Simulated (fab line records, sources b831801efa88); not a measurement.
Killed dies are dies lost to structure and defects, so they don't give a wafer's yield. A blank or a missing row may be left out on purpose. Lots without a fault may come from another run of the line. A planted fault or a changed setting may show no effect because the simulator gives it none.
Which tool did it? | flow sky130 | 14 lots, 42 wafers sampled, at 2 steps of a route of 708

WHAT THE GAUGES READ, wafer by wafer
SKY_VIA1_THK_MEAS_23: measures by xrf. Usual: VIA1_W_THK 267 nm, standard deviation 4.7.
lot  | measured     | on            | VIA1_W_THK (nm) | flag
L643 | day 33 18:11 | film_metro-01 | 271 264 265     |
L644 | day 34 06:43 | film_metro-04 | 264 268 267     |
L645 | day 35 03:43 | film_metro-02 | 262 261 264     |
L646 | day 35 07:41 | film_metro-04 | 275 267 272     |
L647 | day 35 10:51 | film_metro-02 | 263 264 262     |
L648 | day 35 16:32 | film_metro-04 | 267 277 270     |
L649 | day 36 04:01 | film_metro-02 | 267 261 271     |
L650 | day 36 07:55 | film_metro-01 | 266 265 264     |
L651 | day 36 13:26 | film_metro-04 | 271 271 270     |
L652 | day 36 22:52 | film_metro-02 | 264 265 265     |
L654 | day 37 20:56 | film_metro-02 | 263 266 265     |
L659 | day 39 14:43 | film_metro-01 | 262 267 260     |
L660 | day 40 07:32 | film_metro-04 | 276 272 271     |
L666 | day 41 04:55 | film_metro-01 | 261 260 259     |

SKY_VIA2_CD_MEAS_12: target cd 200 nm. Usual: cd_nm 199.8 nm, standard deviation 1.3.
lot  | measured     | on        | cd_nm (nm)        | flag
L643 | day 36 02:49 | cd_sem-02 | 199.7 199.8 200.0 |
L644 | day 36 14:59 | cd_sem-01 | 202.1 203.2 202.4 |
L645 | day 37 10:18 | cd_sem-01 | 200.7 198.8 197.7 |
L646 | day 37 15:03 | cd_sem-02 | 200.1 199.6 200.4 |
L647 | day 37 17:52 | cd_sem-02 | 199.8 198.4 202.1 |
L648 | day 37 23:52 | cd_sem-02 | 200.4 199.0 198.8 |
L649 | day 38 09:34 | cd_sem-02 | 203.2 201.5 202.3 |
L650 | day 38 14:17 | cd_sem-01 | 199.5 201.5 201.3 |
L651 | day 38 18:30 | cd_sem-02 | 198.3 198.5 198.0 |
L652 | day 39 03:35 | cd_sem-01 | 199.9 198.0 198.8 |
L654 | day 40 00:29 | cd_sem-02 | 200.3 199.2 199.6 |
L659 | day 41 16:54 | cd_sem-02 | 200.7 200.3 201.0 |
L660 | day 42 09:34 | cd_sem-01 | 198.9 199.3 199.8 |
L666 | day 43 08:16 | cd_sem-02 | 198.2 197.8 199.2 |

WHICH TOOL RAN EACH LOT (tool, then ch and the chambers of the sampled wafers, then the start)
The record holds no process step before these readings.

WHAT THE TOOLS THEMSELVES READ (means of the sampled wafers that have a number; where no wafer has one, the mark that the record gives instead)
The record holds no such reading with a usual standard deviation.

THE ANSWER, worked out from the rows above alone
Rule: a lot is off if the mean of its wafers that have a number lies more than 3 standard deviations from the usual mean. A lot without any number at a reading at which 4 lots or more have one is off too. The other lots that the step has rows for count as sound. The gauges are gone through in route order, then the tools' own readings, and for those a lot's mean is taken as printed above. The first step at which some lot is off is used, and at that step the reading that is off furthest; a lot without a number counts as furthest.
No lot is off at any reading shown: from this, nothing can be told.

WHAT THE SIMULATOR HAD PUT IN
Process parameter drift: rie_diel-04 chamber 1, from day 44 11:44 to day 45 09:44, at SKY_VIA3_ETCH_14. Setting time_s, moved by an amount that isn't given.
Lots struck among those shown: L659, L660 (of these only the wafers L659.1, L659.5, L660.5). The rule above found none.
